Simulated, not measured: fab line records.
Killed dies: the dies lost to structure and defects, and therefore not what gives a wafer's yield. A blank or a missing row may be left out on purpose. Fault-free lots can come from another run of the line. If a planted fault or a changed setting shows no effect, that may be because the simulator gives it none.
A struck lot beside a sound one	flow gf180mcu	24 steps out of a route of 602
Sound: these wafers, L163.3, L163.5, L163.6. Struck: wafers L172.1, L172.2, L172.5. The cause is named last.
Per side, at each step with rows, come the tool, then ch with its chambers, and then its first start. Under that, the readings that differ: sound wafers	struck wafers	difference of the means	sigmas: that difference in standard deviations of wafers without a fault.
alike: a reading whose means differ by less than 2 such deviations, as well as words and numbers matching on both sides. not compared: withheld readings; readings where some wafer has no value; bounds like >300 that might hide an equal value; numbers whose values overlap and for which the record gives no deviation.
Wherever a step has rows on one side only, a row that says differs or no value, or a row with sigmas, the two part there. Numbers that have no deviation but don't overlap get no sigmas and don't part them. Lack of a reading on every wafer of one side parts them only where that side has two or more wafers.

GF_M2_STRIP_17: strips in O2/N2.
  sound on plasmaAsher-02 ch 0,1, day 18 19:47; struck on plasmaAsher-01 ch 0,1, day 22 13:28
  alike: drypumpMotorCurrentA, heaterPowerW, o2FlowSccm, oesProductAu, stripTimeToEndpointS
  not compared: rfHoursCounterH
then, 3 steps without rows for these wafers: GF_M2_STRIP_18 (strips in post etch residue remover, time 1200 s); GF_M2_CLEAN_19 (cleans in DIW); GF_V2_CVD_00 (deposits SiO2, target thk 600 nm, time 100 s).
GF_V2_THK_MEAS_01:
  sound on filmMetro-01 at day 18 20:26; struck on filmMetro-04 at day 22 14:05
  alike: V2_CVD_00_THK
GF_V2_CVD_02: deposits SiO2 from TEOS, target thk 850 nm, time 94.851 s.
  sound on pecvd-04 ch 0,1,2, day 18 20:29; struck on pecvd-03 ch 0,1,2, day 22 14:08
  alike: heaterPowerW, susceptorTempC
GF_V2_THK_MEAS_03:
  sound on filmMetro-03 at day 18 20:34; struck on filmMetro-01 at day 22 14:13
reading	sound	struck	difference	sigmas
V2_CVD_02_THK (nm)	861 884 867	831 832 866	-28	-2
GF_V2_CMP_04: polishes SiO2.
  sound on cmp-02 ch 0,1,2, day 18 20:46; struck on cmp-02 ch 0,1,2, day 22 14:16
reading	sound	struck	difference	sigmas
timeToEndpointS (s)	92 102 94	76 79 89	-15	-3
  alike: motorCurrentA, retainingRingPressureFrac
GF_V2_BOW_MEAS_05:
  sound on filmMetro-03 at day 18 20:57; struck on filmMetro-03 at day 22 14:34
  alike: V2_BOW
then, 3 steps without rows for these wafers: GF_V2_DEHYDRATE_06 (time 60 s); GF_V2_HMDS_07 (prime time 60 s); GF_V2_COAT_08.
GF_V2_COAT_09: resist thk 1000 nm.
  sound on lithoTrack-04 ch 0, day 19 08:00; struck on lithoTrack-01 ch 0, day 23 02:00
reading	sound	struck	difference	sigmas
model.KrF_of_V2_COAT_09.thkNm (nm)	999.7 1004 1000	887 882.3 885.2	-116	
then, 3 steps without rows for these wafers: GF_V2_SOFTBAKE_10 (time 60 s); GF_V2_EXPOSE_11 (exposes mask Via2, target cd 260 nm); GF_V2_PEB_12 (peb time 90 s).
GF_V2_DEVELOP_13: develop time 60 s.
  sound on lithoTrack-02 ch 0, day 19 20:43; struck on lithoTrack-02 ch 0, day 23 13:40
reading	sound	struck	difference	sigmas
model.KrF_of_V2_COAT_09.thkNm (nm)	984.8 989.2 985.2	872.1 867.3 870.2	-116.5	
GF_V2_CD_MEAS_14: the cd target is 260 nm.
  sound on cdSem-02 at day 19 20:51; struck on cdSem-01 at day 23 13:49
reading	sound	struck	difference	sigmas
cdNm (nm)	260.4 259.5 260.7	266.8 266.1 266.1	+6.1	+5
GF_V2_OVL_MEAS_15:
  sound on overlay-02 at day 19 20:56; struck on overlay-01 at day 23 13:56
  alike: V2_OVL
GF_V2_ETCH_16: etches BARC in N2/H2.
  sound on rieDiel-03 ch 2,3, day 19 20:58; struck on rieDiel-03 ch 0,2,3, day 23 13:58
reading	sound	struck	difference	sigmas
model.V2.cdNm (nm)	261 260.3 261.1	266.2 266 265.2	+5.0	
  alike: drypumpMotorCurrentA, oesProductAu, throttleValvePct
GF_V2_ETCH_17: etches SiO2 in C4F8/O2/Ar, stops on TiN, target depth 630 nm.
  sound on rieDiel-03 ch 2,3; struck on rieDiel-03 ch 0,2,3
reading	sound	struck	difference	sigmas
model.V2.cdNm (nm)	261.2 261.4 260.5	266.4 266 265.8	+5.0	
  alike: oesProductAu
GF_V2_STRIP_18: strips in O2/N2.
  sound on plasmaAsher-01 ch 0,1, day 19 21:08; struck on plasmaAsher-01 ch 0,1, day 23 14:06
reading	sound	struck	difference	sigmas
oesProductAu (a.u.)	0.604 0.593 0.596	0.548 0.546 0.553	-0.049	-9
  alike: drypumpMotorCurrentA, heaterPowerW, o2FlowSccm
  not compared: rfHoursCounterH
then, 2 steps without rows for these wafers: GF_V2_STRIP_19 (strips in post etch residue remover, time 1200 s); GF_PASSIVATION_PROBE_99.

## WHERE THEY PART
Last at GF_V2_STRIP_18 as far as this record goes, first at GF_V2_THK_MEAS_03.

WHY: whatever the simulator had introduced
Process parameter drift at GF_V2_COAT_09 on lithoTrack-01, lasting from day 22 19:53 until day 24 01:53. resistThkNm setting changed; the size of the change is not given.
